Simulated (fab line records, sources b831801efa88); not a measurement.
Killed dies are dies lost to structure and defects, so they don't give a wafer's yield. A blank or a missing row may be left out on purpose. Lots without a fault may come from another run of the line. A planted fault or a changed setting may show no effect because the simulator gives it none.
A struck lot beside a sound one | flow sfq_line | 21 steps out of a route of 325
Sound: wafers L993.1, L993.5, L993.6. Struck: wafers L108.1, L108.2, L108.5. The cause comes at the end.
At each step with rows: each side's tool, then ch and its chambers, then its first start. Under that, the readings that differ: sound wafers | struck wafers | difference of the means | sigmas: that difference in standard deviations of wafers without a fault.
alike: readings whose means differ by less than 2 such deviations, and words and numbers that are the same on both sides. not compared: withheld readings, readings that some wafer has no value for, bounds like >300 that may hide the same value, and numbers for which the record gives no deviation and whose values overlap.
The two part at a step that has a row with sigmas, a row that says differs or no value, or rows on one side only. Numbers that don't overlap but have no deviation are shown without sigmas and don't part them. A reading that every wafer of one side lacks parts them only if that side has two wafers or more.

first, 1 step without rows for these wafers: SFQ_TRILAYER_JJ_TRILAYER_DEP_AL_OXIDATION_111 (oxidation time 600 s).
SFQ_TRILAYER_JJ_TRILAYER_DEP_SPUTTER_112: material Nb, target thk 170 nm, time 113.3 s.
  sound on pvd_sputter-03, day 50 15:26; struck on pvd_sputter-06, day 54 21:28
  alike: cathode_dc_power_W, throttle_valve_pct
SFQ_JJ_RS_MEAS_929: measures by four-point-probe.
  sound on film_metro-03, day 50 15:31; struck on film_metro-03, day 54 21:32
  alike: JJ_NB_RS
then, 6 steps without rows for these wafers: SFQ_TRILAYER_JJ_CE_LITHO_COAT_119 (resist thk 62 nm); SFQ_TRILAYER_JJ_CE_LITHO_COAT_114 (resist thk 600 nm); SFQ_TRILAYER_JJ_CE_LITHO_SOFTBAKE_118; SFQ_TRILAYER_JJ_CE_LITHO_EXPOSE_115 (exposes mask J5, target cd 700 nm); SFQ_TRILAYER_JJ_CE_LITHO_PEB_117 (peb time 60 s); SFQ_TRILAYER_JJ_CE_LITHO_DEVELOP_116 (time 60 s).
SFQ_JJ_OVL_MEAS_931:
  sound on overlay-01, day 50 20:13; struck on overlay-02, day 54 23:58
  alike: J5_OVL
SFQ_TRILAYER_JJ_CE_METRO_MEASURE_117:
  sound on cd_sem-02, day 50 20:15; struck on cd_sem-01, day 55 00:01
  alike: cd_nm
SFQ_TRILAYER_JJ_CE_BARC_OPEN_RIE_150: chemistry O2, target BARC, target depth 240 nm, time 80 s.
  sound on rie_metal-02 ch 0,1, day 50 21:27; struck on rie_metal-02 ch 1, day 55 01:13
  no value came back on the struck wafers for bias_w (W), chamber_pressure_mTorr (mTorr), drypump_motor_current_A (A), oes_product_au (a.u.); on the sound wafers bias_w (W) reads 80.28 80.26 80.59
  not compared: rf_hours_counter_h
SFQ_TRILAYER_JJ_CE_ETCH_RIE_118: chemistry SF6, target Nb, stops on Al2O3, time 97.7 s, target depth 170 nm.
  sound on rie_metal-02 ch 0,1, day 50 21:32; struck on rie_metal-02 ch 1, day 55 01:23
  reading               | sound             | struck            | difference | sigmas
  oes_product_au (a.u.) | 0.993 0.979 0.989 | 0.374 0.376 0.373 | -0.613     | -91
  alike: bias_w, chamber_pressure_mTorr, drypump_motor_current_A
  not compared: rf_hours_counter_h
then, 1 step without rows for these wafers: SFQ_TRILAYER_JJ_ANODIZE_ANODIZE_119.
SFQ_TRILAYER_JJ_CE_STRIP_STRIP_120: strips in O2.
  sound on rie_metal-04 ch 0,1, day 50 22:11; struck on rie_metal-02 ch 1, day 55 02:06
  alike: drypump_motor_current_A, oes_product_au
  not compared: rf_hours_counter_h
then, 4 steps without rows for these wafers: SFQ_TRILAYER_JJ_CE_STRIP_SOLV_CLEAN_121 (cleans in NMP, time 600 s); SFQ_TRILAYER_M5_LITHO_COAT_128 (resist thk 62 nm); SFQ_TRILAYER_M5_LITHO_COAT_123 (resist thk 600 nm); SFQ_TRILAYER_M5_LITHO_SOFTBAKE_127.
-- the record jumps here: 5 days lie between the struck wafers' starts before and after --
SFQ_TRILAYER_M5_LITHO_EXPOSE_124: exposes mask M5, target cd 700 nm.
  sound on krf_scanner-01 ch 0, day 51 03:14; struck on krf_scanner-01, day 60 01:23
  no value came back on the struck wafers for exposure_dose_mJ_cm2, focus_offset_nm (nm), sigma_outer; on the sound wafers exposure_dose_mJ_cm2 reads 14.423 14.393 14.378
  alike: mask
then, 1 step without rows for these wafers: SFQ_TRILAYER_M5_LITHO_PEB_126 (peb time 60 s).

WHERE THEY PART
First at SFQ_TRILAYER_JJ_CE_BARC_OPEN_RIE_150; last, within this record, at SFQ_TRILAYER_M5_LITHO_EXPOSE_124.

WHY: what the simulator had put in
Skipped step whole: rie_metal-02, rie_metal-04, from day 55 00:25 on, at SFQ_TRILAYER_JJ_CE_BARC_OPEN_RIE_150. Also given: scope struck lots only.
